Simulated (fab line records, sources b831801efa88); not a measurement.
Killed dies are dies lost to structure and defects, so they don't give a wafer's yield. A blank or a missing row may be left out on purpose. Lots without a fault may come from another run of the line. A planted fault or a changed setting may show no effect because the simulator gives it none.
Which tool did it? | flow sky130 | 14 lots, 40 wafers sampled, at 2 steps of a route of 708

WHAT THE GAUGES READ, wafer by wafer
The record holds no reading of a measuring or inspecting step that can be judged against a usual standard deviation.

WHICH TOOL RAN EACH LOT (tool, then ch and the chambers of the sampled wafers, then the start)
lot  | SKY_LOCAL_INTERCONNECT_ETCH_13    | SKY_PAD_OPEN_PROBE_99
L717 | rie_metal-04 ch 0,1, day 31 03:52 | prober-02, day 46 08:56
L718 | rie_metal-02 ch 0,1, day 31 07:25 | prober-01, day 46 09:58
L720 | rie_metal-01 ch 0,1, day 31 11:36 | prober-01, day 46 14:40
L719 | rie_metal-01 ch 0,1, day 31 12:55 | prober-02, day 46 16:37
L722 | rie_metal-04 ch 1, day 31 18:22   | prober-01, day 46 18:17
L723 | rie_metal-01 ch 0,1, day 33 02:37 | prober-02, day 47 18:35
L724 | rie_metal-02 ch 0,1, day 33 08:59 | prober-02, day 47 23:25
L726 | rie_metal-04 ch 0,1, day 33 19:19 | prober-01, day 48 07:39
L728 | rie_metal-02 ch 0,1, day 34 05:45 | prober-02, day 48 15:38
L731 | rie_metal-02 ch 1, day 35 05:58   | prober-02, day 49 07:47
L735 | rie_metal-02 ch 1, day 36 08:20   | prober-02, day 50 01:50
L738 | rie_metal-01 ch 1, day 37 03:58   | prober-01, day 50 16:58
L740 | rie_metal-04 ch 1, day 37 09:18   | prober-02, day 50 19:28
L739 | rie_metal-01 ch 0,1, day 37 12:14 | prober-01, day 50 20:17
- SKY_LOCAL_INTERCONNECT_ETCH_13: etches BARC in N2/H2, stops on SiO2, time 45.9 s, target depth 60 nm.
- SKY_PAD_OPEN_PROBE_99

WHAT THE TOOLS THEMSELVES READ (means of the sampled wafers that have a number; where no wafer has one, the mark that the record gives instead)
SKY_LOCAL_INTERCONNECT_ETCH_13.
lot  | tool         | drypump_motor_current_A (A) | oes_product_au (a.u.) | run_length_s (s) | throttle_valve_pct (%)
L717 | rie_metal-04 | 5.9                         | 0.857                 | 74.0             | 13.227
L718 | rie_metal-02 | 6.5                         | 0.858                 | 74.5             | 13.228
L720 | rie_metal-01 | 4.9                         | 0.855                 | 74.6             | 13.225
L719 | rie_metal-01 | 4.9                         | 0.856                 | 74.5             | 13.226
L722 | rie_metal-04 | 5.0                         | 0.852                 | 74.3             | 13.221
L723 | rie_metal-01 | 4.9                         | 0.857                 | 74.3             | 13.223
L724 | rie_metal-02 | 6.7                         | 0.854                 | 73.9             | 13.230
L726 | rie_metal-04 | 5.9                         | 0.855                 | 73.8             | 13.232
L728 | rie_metal-02 | 6.7                         | 0.856                 | 77.2             | 13.214
L731 | rie_metal-02 | 6.4                         | 0.831                 | 76.8             | 13.229
L735 | rie_metal-02 | 6.4                         | 0.835                 | 75.6             | 13.222
L738 | rie_metal-01 | 5.0                         | 0.855                 | 74.1             | 13.229
L740 | rie_metal-04 | 5.0                         | 0.855                 | 74.3             | 13.221
L739 | rie_metal-01 | 4.9                         | 0.854                 | 74.3             | 13.222

SKY_PAD_OPEN_PROBE_99.
lot  | tool      | killed_at_M0_to_M3 | killed_at_M4_up | killed_at_contacts | killed_at_front_end | killed_at_other | killed_dies | killed_on_rim | killed_open | killed_short
L717 | prober-02 | 35                 | 2.0             | 28                 | 12                  | 0.0             | 77          | 14            | 42          | 36
L718 | prober-01 | 52                 | 2.7             | 25                 | 16                  | 0.3             | 96          | 22            | 55          | 40
L720 | prober-01 | 43                 | 3.3             | 23                 | 15                  | 0.0             | 85          | 17            | 48          | 36
L719 | prober-02 | 44                 | 1.0             | 32                 | 16                  | 0.0             | 93          | 18            | 53          | 40
L722 | prober-01 | 45                 | 1.3             | 31                 | 15                  | 0.0             | 92          | 21            | 56          | 36
L723 | prober-02 | 46                 | 3.3             | 22                 | 14                  | 0.0             | 86          | 16            | 48          | 38
L724 | prober-02 | 44                 | 3.3             | 32                 | 13                  | 0.7             | 93          | 18            | 50          | 42
L726 | prober-01 | 49                 | 4.3             | 29                 | 15                  | 0.0             | 97          | 15            | 58          | 39
L728 | prober-02 | 43                 | 4.7             | 20                 | 16                  | 0.0             | 83          | 18            | 42          | 41
L731 | prober-02 | 46                 | 3.5             | 28                 | 14                  | 0.0             | 92          | 20            | 48          | 44
L735 | prober-02 | 36                 | 4.5             | 23                 | 17                  | 0.0             | 80          | 17            | 50          | 30
L738 | prober-01 | 46                 | 4.3             | 30                 | 17                  | 0.3             | 98          | 19            | 55          | 41
L740 | prober-02 | 44                 | 1.3             | 30                 | 21                  | 0.3             | 97          | 23            | 54          | 41
L739 | prober-01 | 40                 | 2.3             | 22                 | 14                  | 0.3             | 79          | 15            | 41          | 37

THE ANSWER, worked out from the rows above alone
Rule: what is usual is taken from the lots themselves. Put in order of their means at a reading, lots are off if they are a third of the lots or fewer, leave a main group of 4 or more, and stand apart from it by a gap of 3 or more times the standard deviation of the main group's means; of several such gaps the widest counts. A main group whose means are all the same, to the digits that the tables above print for the reading, isn't used. A lot without any number at a reading at which 4 lots or more have one is off too. The other lots that the step has rows for count as sound. The gauges are gone through in route order, then the tools' own readings, and for those a lot's mean is taken as printed above. The first step at which some lot is off is used, and at that step the reading that is off furthest; a lot without a number counts as furthest.
Off: L731, L735, at SKY_LOCAL_INTERCONNECT_ETCH_13 (oes_product_au). The main group: mean 0.855 a.u., standard deviation 0.0015.
A tool fits if, at that step or a process step before it, it ran every lot that is off, and no sound lot after the first of them. One fits: rie_metal-02 at SKY_LOCAL_INTERCONNECT_ETCH_13. Its last sound lot is L728 (day 34 05:45), its first lot that is off L731 (day 35 05:58): a fault that began between those two fits.
The tool's own readings at SKY_LOCAL_INTERCONNECT_ETCH_13 bear it out: on the lots that are off they differ by more than 5 times the standard deviation of the sound lots' means. oes_product_au reads 0.833 a.u. there against 0.855 a.u. on the sound lots.

WHAT THE SIMULATOR HAD PUT IN
Process parameter drift: rie_metal-02, from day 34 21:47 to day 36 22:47, at SKY_LOCAL_INTERCONNECT_ETCH_13. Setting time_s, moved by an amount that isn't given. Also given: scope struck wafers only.
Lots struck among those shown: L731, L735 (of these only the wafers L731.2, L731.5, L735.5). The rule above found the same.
